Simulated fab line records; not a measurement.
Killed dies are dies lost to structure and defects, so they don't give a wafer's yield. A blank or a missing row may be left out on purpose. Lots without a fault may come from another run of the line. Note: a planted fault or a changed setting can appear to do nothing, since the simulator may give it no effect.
Split-lot experiment | flow gf180mcu | 5 lots, 27 wafers read, on a route of 602 steps

ON THE SPLIT
At GF_POLY_GATE_ETCH_13 (etches poly-Si in HBr/Cl2, stops on SiO2, target depth 198.5 nm, time 69.6 s), the setting time-s was moved away from the recipe's 69.6 s on 12 of the 27 wafers read, by +20.1% to +40.7%. All remaining wafers had this setting at the recipe value.

Reading taken at the split's own step.

THE READING
oes-product-au, in a.u., at GF_POLY_GATE_ETCH_13 (etches poly-Si in HBr/Cl2, stops on SiO2, target depth 198.5 nm, time 69.6 s). Typical for fault-free wafers on this fab line: 0.990 a.u., with standard deviation 0.0073 a.u.

wafer  | tool, chamber at the split | time-s as run, s | against the recipe | oes-product-au, a.u. | against lot-mates on the recipe
L074.1 | rie-si-02, 3               | 69.6             | recipe             | 0.981                | -
L074.2 | rie-si-02, 2               | 96.24            | +38.3%             | 0.932                | -0.048
L074.3 | rie-si-02, 1               | 69.6             | recipe             | 0.980                | -
L074.4 | rie-si-02, 0               | 96.24            | +38.3%             | 0.936                | -0.044
L074.5 | rie-si-02, 3               | 96.24            | +38.3%             | 0.939                | -0.041
L074.6 | rie-si-02, 2               | 69.6             | recipe             | 0.980                | -
L078.1 | rie-si-01, 3               | 69.6             | recipe             | 0.992                | -
L078.2 | rie-si-01, 0               | 69.6             | recipe             | 0.993                | -
L078.3 | rie-si-01, 2               | 69.6             | recipe             | 1.006                | -
L078.4 | rie-si-01, 0               | 90.34            | +29.8%             | 0.963                | -0.034
L078.5 | rie-si-01, 2               | 90.34            | +29.8%             | 0.959                | -0.038
L078.6 | rie-si-01, 3               | 90.34            | +29.8%             | 0.962                | -0.035
L079.2 | rie-si-01, 0               | 69.6             | recipe             | 0.985                | -
L079.4 | rie-si-01, 2               | 69.6             | recipe             | 0.982                | -
L079.6 | rie-si-01, 3               | 69.6             | recipe             | 0.992                | -
L082.1 | rie-si-02, 3               | 69.6             | recipe             | 0.988                | -
L082.2 | rie-si-02, 2               | 69.6             | recipe             | 0.988                | -
L082.3 | rie-si-02, 1               | 97.94            | +40.7%             | 0.945                | -0.045
L082.4 | rie-si-02, 0               | 97.94            | +40.7%             | 0.941                | -0.049
L082.5 | rie-si-02, 2               | 69.6             | recipe             | 0.993                | -
L082.6 | rie-si-02, 3               | 97.94            | +40.7%             | 0.938                | -0.052
L084.1 | rie-si-02, 2               | 83.58            | +20.1%             | 0.966                | -0.025
L084.2 | rie-si-02, 1               | 83.58            | +20.1%             | 0.963                | -0.028
L084.3 | rie-si-02, 3               | 83.58            | +20.1%             | 0.971                | -0.020
L084.4 | rie-si-02, 0               | 69.6             | recipe             | 0.992                | -
L084.5 | rie-si-02, 0               | 69.6             | recipe             | 0.980                | -
L084.6 | rie-si-02, 3               | 69.6             | recipe             | 1.001                | -

FIT RESULTS
A straight line over all 27 wafers: oes-product-au changes by -0.0012 a.u. for each +1% of time-s; r = -0.95; the points scatter about the line by 0.0073 a.u.
The same after taking each lot's own level away (the mean of its wafers on the recipe; 27 wafers): -0.00118 a.u. for each +1%; r = -0.98; scatter 0.0045 a.u.
The reading moves by 0.048 a.u. for the largest change in time-s, on that fit.
The span of the lots' own levels, 0.9803 to 0.9970 a.u., comes to 2.3 times the standard deviation stated above.
The two slopes are in agreement: the lot-to-lot level therefore moves the slope only a little.
Check: -0.0487 a.u. against its lot-mates is what the line predicts for one of the wafers moved furthest among these (+40.7%) when that wafer is left out of the fit. Against them it came out at -0.0447 a.u.
Tool readings at the split's step, against how far the setting was moved: oes-product-au r = -0.95.

THE WHOLE CHAIN: every reading that the file lists as answering this split, in the file's order
step                 | what it does                                                                 | reading                                                                                | change (the file's fit)                   | r (the file's)
GF_POLY_GATE_ETCH_13 | etches poly-Si in HBr/Cl2, stops on SiO2, target depth 198.5 nm, time 69.6 s | oes-product-au                                                                         | -0.00119 a.u. for each +1% of the setting | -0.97
GF_POLY_GATE_ETCH_13 | etches poly-Si in HBr/Cl2, stops on SiO2, target depth 198.5 nm, time 69.6 s | SiO2_of_DUAL_GATE_OXIDATION_02.thk-nm (the simulator's own value, which no gauge read) | -0.0318 nm for each +1% of the setting    | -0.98

FILE'S OWN FIT
oes-product-au changes by -0.00119 a.u. for each +1% of time-s, r = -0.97.
